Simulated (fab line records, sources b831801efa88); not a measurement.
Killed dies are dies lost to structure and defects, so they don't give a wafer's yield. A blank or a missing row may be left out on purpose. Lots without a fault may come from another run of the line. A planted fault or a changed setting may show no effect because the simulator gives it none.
Which tool did it? | flow gf180mcu | 13 lots, 39 wafers sampled, at 5 steps of a route of 602

WHAT THE GAUGES READ, wafer by wafer
GF_VT_IMPLANT_OVL_MEAS_07. Usual: VT_IMPLANT_OVL 2.0 nm, standard deviation 1.4.
lot  | measured     | on         | VT_IMPLANT_OVL (nm) | flag
L173 | day 5 17:52  | overlay-02 | 3.0 3.4 3.0         |
L174 | day 5 20:54  | overlay-02 | 1.4 1.0 1.3         |
L175 | day 6 09:37  | overlay-02 | 2.4 1.7 1.7         |
L176 | day 6 09:55  | overlay-02 | 0.0 1.5 0.7         |
L178 | day 6 21:03  | overlay-02 | 2.4 2.0 1.3         |
L180 | day 7 14:10  | overlay-02 | 3.4 2.0 2.6         |
L182 | day 7 23:07  | overlay-02 | 4.4 3.5 5.0         |
L186 | day 8 22:52  | overlay-01 | 3.9 2.2 2.3         |
L187 | day 9 04:52  | overlay-02 | 1.6 0.9 0.6         |
L190 | day 10 01:37 | overlay-02 | 1.0 -0.4 1.6        |
L194 | day 11 03:28 | overlay-01 | 2.8 2.1 2.6         |
L195 | day 11 09:22 | overlay-01 | -1.3 0.8 0.4        |
L196 | day 11 12:30 | overlay-01 | 2.9 3.9 3.2         |

GF_HV_LDD_THK_MEAS_55. Usual: HV_LDD_CVD_54_THK 9.99 nm, standard deviation 0.17.
lot  | measured     | on            | HV_LDD_CVD_54_THK (nm) | flag
L173 | day 12 13:09 | film_metro-02 | 9.80 9.71 9.69         |
L174 | day 12 21:18 | film_metro-04 | 9.89 9.90 9.96         |
L175 | day 13 07:37 | film_metro-02 | 9.92 10.00 9.93        |
L176 | day 13 10:08 | film_metro-02 | 9.82 9.78 9.69         |
L178 | day 14 02:36 | film_metro-04 | 9.78 9.78 9.73         |
L180 | day 14 22:49 | film_metro-01 | 9.98 9.97 9.96         |
L182 | day 15 11:17 | film_metro-02 | 9.85 9.85 9.81         |
L186 | day 16 19:08 | film_metro-02 | 8.00 7.69 7.91         | OFF
L187 | day 17 03:05 | film_metro-04 | 7.78 7.78 7.95         | OFF
L190 | day 18 11:05 | film_metro-04 | 9.99 10.13 10.12       |
L194 | day 19 17:11 | film_metro-04 | 10.04 10.01 9.93       |
L195 | day 19 23:17 | film_metro-04 | 10.33 10.11 10.15      |
L196 | day 20 06:29 | film_metro-04 | 9.94 10.06 9.95        |

GF_PSD_TW_MEAS_11. Usual: PSD_TW 3207, standard deviation 50.
lot  | measured     | on            | PSD_TW         | flag
L173 | day 14 08:37 | film_metro-04 | 3121 3118 3120 |
L174 | day 14 15:46 | film_metro-03 | 3259 3260 3260 |
L175 | day 15 02:28 | film_metro-03 | 3263 3262 3259 |
L176 | day 15 06:40 | film_metro-04 | 3116 3129 3122 |
L178 | day 15 23:26 | film_metro-03 | 3267 3270 3259 |
L180 | day 16 20:59 | film_metro-03 | 3263 3263 3274 |
L182 | day 17 11:03 | film_metro-01 | 3203 3178 3212 |
L186 | day 18 21:07 | film_metro-03 | 3241 3240 3230 |
L187 | day 19 04:34 | film_metro-03 | 3256 3261 3269 |
L190 | day 20 14:22 | film_metro-01 | 3202 3187 3200 |
L194 | day 21 19:11 | film_metro-03 | 3255 3234 3239 |
L195 | day 22 01:11 | film_metro-01 | 3159 3171 3170 |
L196 | day 22 08:19 | film_metro-01 | 3161 3164 3155 |

WHICH TOOL RAN EACH LOT (tool, then ch and the chambers of the sampled wafers, then the start)
lot  | GF_HV_LDD_CVD_54            | GF_PSD_STRIP_10
L173 | lpcvd-01 ch 1, day 12 11:37 | plasma_asher-02 ch 0,1, day 14 08:31
L174 | lpcvd-01 ch 0, day 12 20:12 | plasma_asher-02 ch 0,1, day 14 15:40
L175 | lpcvd-02 ch 0, day 13 06:36 | plasma_asher-02 ch 0,1, day 15 02:22
L176 | lpcvd-01 ch 1, day 13 09:07 | plasma_asher-04 ch 0,1, day 15 06:34
L178 | lpcvd-01 ch 1, day 14 01:34 | plasma_asher-02 ch 0,1, day 15 23:20
L180 | lpcvd-02 ch 1, day 14 21:46 | plasma_asher-04 ch 0,1, day 16 20:53
L182 | lpcvd-01 ch 0, day 15 10:16 | plasma_asher-01 ch 0,1, day 17 10:57
L186 | lpcvd-02 ch 0, day 16 18:07 | plasma_asher-04 ch 0,1, day 18 21:01
L187 | lpcvd-02 ch 1, day 17 02:03 | plasma_asher-02 ch 0,1, day 19 04:27
L190 | lpcvd-01 ch 0, day 18 10:03 | plasma_asher-02 ch 0,1, day 20 14:16
L194 | lpcvd-02 ch 1, day 19 16:09 | plasma_asher-01 ch 0,1, day 21 19:04
L195 | lpcvd-01 ch 0, day 19 22:15 | plasma_asher-04 ch 0,1, day 22 01:05
L196 | lpcvd-02 ch 1, day 20 05:28 | plasma_asher-01 ch 0,1, day 22 08:13
- GF_HV_LDD_CVD_54: deposits SiO2 from TEOS, target thk 10 nm, time 75 s.
- GF_PSD_STRIP_10: strips in O2/N2.

WHAT THE TOOLS THEMSELVES READ (means of the sampled wafers that have a number; where no wafer has one, the mark that the record gives instead)
GF_HV_LDD_CVD_54. Usual: spike_tc_upper_C 679.7 C, standard deviation 1.2; zone_power_upper_pct 11.0 %, standard deviation 0.97.
lot  | tool     | spike_tc_upper_C (C) | zone_power_upper_pct (%) | flag
L173 | lpcvd-01 | 679.9                | 12.5                     |
L174 | lpcvd-01 | 678.6                | 10.1                     |
L175 | lpcvd-02 | 679.2                | 11.6                     |
L176 | lpcvd-01 | 680.8                | 12.7                     |
L178 | lpcvd-01 | 679.8                | 12.6                     |
L180 | lpcvd-02 | 680.6                | 10.5                     |
L182 | lpcvd-01 | 678.2                | 10.0                     |
L186 | lpcvd-02 | 678.7                | 11.6                     |
L187 | lpcvd-02 | 679.6                | 10.5                     |
L190 | lpcvd-01 | 678.7                | 10.2                     |
L194 | lpcvd-02 | 679.5                | 10.4                     |
L195 | lpcvd-01 | 679.3                | 10.2                     |
L196 | lpcvd-02 | 680.1                | 10.6                     |

GF_PSD_STRIP_10. Usual: drypump_motor_current_A 6.0 A, standard deviation 0.4; heater_power_w 312 W, standard deviation 27; n2_flow_sccm 299.9 sccm, standard deviation 0.89; oes_product_au 0.592 a.u., standard deviation 0.0045; strip_time_to_endpoint_s 16.52 s, standard deviation 0.035.
lot  | tool            | drypump_motor_current_A (A) | heater_power_w (W) | n2_flow_sccm (sccm) | oes_product_au (a.u.) | strip_time_to_endpoint_s (s) | flag
L173 | plasma_asher-02 | 6.0                         | 318                | 299.4               | 0.591                 | 16.49                        |
L174 | plasma_asher-02 | 6.0                         | 319                | 299.8               | 0.589                 | 16.49                        |
L175 | plasma_asher-02 | 5.9                         | 314                | 299.8               | 0.591                 | 16.53                        |
L176 | plasma_asher-04 | 6.2                         | 320                | 299.5               | 0.593                 | 16.48                        |
L178 | plasma_asher-02 | 6.0                         | 319                | 300.5               | 0.589                 | 16.52                        |
L180 | plasma_asher-04 | 6.3                         | 323                | 299.9               | 0.596                 | 16.52                        |
L182 | plasma_asher-01 | 5.8                         | 279                | 299.3               | 0.590                 | 16.54                        |
L186 | plasma_asher-04 | 6.2                         | 316                | 300.1               | 0.591                 | 16.46                        |
L187 | plasma_asher-02 | 6.0                         | 321                | 299.4               | 0.593                 | 16.58                        |
L190 | plasma_asher-02 | 6.0                         | 325                | 299.7               | 0.595                 | 16.48                        |
L194 | plasma_asher-01 | 5.5                         | 302                | 300.4               | 0.589                 | 16.52                        |
L195 | plasma_asher-04 | 6.3                         | 317                | 298.8               | 0.596                 | 16.55                        |
L196 | plasma_asher-01 | 5.8                         | 276                | 300.0               | 0.594                 | 16.50                        |

THE ANSWER, worked out from the rows above alone
Rule: a lot is off if the mean of its wafers that have a number lies more than 3 standard deviations from the usual mean. A lot without any number at a reading at which 4 lots or more have one is off too. The other lots that the step has rows for count as sound. The gauges are gone through in route order, then the tools' own readings, and for those a lot's mean is taken as printed above. The first step at which some lot is off is used, and at that step the reading that is off furthest; a lot without a number counts as furthest.
Off: L186, L187, at GF_HV_LDD_THK_MEAS_55 (HV_LDD_CVD_54_THK).
A tool fits if, at a process step before that reading, it ran every lot that is off, and no sound lot after the first of them. The gauges at GF_HV_LDD_THK_MEAS_55 are tried like those tools. None of those tried fits.

WHAT THE SIMULATOR HAD PUT IN
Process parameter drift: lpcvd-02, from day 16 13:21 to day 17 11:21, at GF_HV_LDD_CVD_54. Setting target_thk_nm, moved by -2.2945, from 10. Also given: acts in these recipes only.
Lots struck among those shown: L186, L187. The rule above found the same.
